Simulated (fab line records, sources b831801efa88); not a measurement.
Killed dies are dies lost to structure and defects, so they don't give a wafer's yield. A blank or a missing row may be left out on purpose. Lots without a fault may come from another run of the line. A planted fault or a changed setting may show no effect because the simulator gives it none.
A struck lot beside a sound one | flow sky130 | 15 steps out of a route of 708
Sound: wafers L909.2, L909.5, L909.6. Struck: wafers L917.1, L917.2, L917.3. The cause comes at the end.
At each step with rows: each side's tool, then ch and its chambers, then its first start. Under that, the readings that differ: sound wafers | struck wafers | difference of the means | sigmas: that difference in standard deviations of wafers without a fault.
alike: readings whose means differ by less than 2 such deviations, and words and numbers that are the same on both sides. not compared: withheld readings, readings that some wafer has no value for, bounds like >300 that may hide the same value, and numbers for which the record gives no deviation and whose values overlap.
The two part at a step that has a row with sigmas, a row that says differs or no value, or rows on one side only. Numbers that don't overlap but have no deviation are shown without sigmas and don't part them. A reading that every wafer of one side lacks parts them only if that side has two wafers or more.

SKY_NWELL_THK_MEAS_02:
  sound on film_metro-04, day 4 00:33; struck on film_metro-01, day 5 19:06
  alike: NWELL_OXIDATION_THK
then, 8 steps without rows for these wafers: SKY_DNWELL_DEHYDRATE_00 (time 60 s); SKY_DNWELL_HMDS_01 (prime time 60 s); SKY_DNWELL_COAT_02 (resist thk 3000 nm); SKY_DNWELL_SOFTBAKE_03; SKY_DNWELL_EXPOSE_04 (exposes mask DNM, target cd 3000 nm); SKY_DNWELL_PEB_05; SKY_DNWELL_DEVELOP_06 (develop time 60 s); SKY_DNWELL_IMPLANT_07.
SKY_DNWELL_STRIP_08: strips in O2/N2.
  sound on plasma_asher-01 ch 0,1, day 4 16:38; struck on plasma_asher-02 ch 0,1, day 6 11:13
  reading                      | sound             | struck            | difference | sigmas
  strip_time_to_endpoint_s (s) | 36.98 37.06 37.05 | 36.75 36.81 36.78 | -0.25      | -3
  alike: drypump_motor_current_A, oes_product_au
  not compared: rf_hours_counter_h
SKY_DNWELL_TW_MEAS_09:
  sound on film_metro-03, day 4 16:44; struck on film_metro-03, day 6 11:19
  alike: DNWELL_TW
then, 1 step without rows for these wafers: SKY_PWDE_DEHYDRATE_00 (time 60 s).
SKY_PWDE_HMDS_01: prime time 60 s.
  sound on litho_track-01 ch 0, day 5 01:10; struck on litho_track-01 ch 0, day 6 18:59
  reading          | sound                | struck               | difference | sigmas
  prime_temp_c (C) | 120.11 120.08 119.66 | 118.29 118.10 118.36 | -1.70      | -14
  alike: resist_line_temp_C
then, 1 step without rows for these wafers: SKY_PWDE_COAT_02 (resist thk 3000 nm).
-- the record jumps here: 42 days lie between the struck wafers' starts before and after (it left off in module PWDE and takes up again in module PAD_OPEN, whose first step shown is number 708 of the route) --
SKY_PAD_OPEN_PROBE_99:
  the record has rows for the struck wafers here (prober-02, day 49 02:49) and none for the sound ones

WHERE THEY PART
First at SKY_DNWELL_STRIP_08; last, within this record, at SKY_PAD_OPEN_PROBE_99.

WHY: what the simulator had put in
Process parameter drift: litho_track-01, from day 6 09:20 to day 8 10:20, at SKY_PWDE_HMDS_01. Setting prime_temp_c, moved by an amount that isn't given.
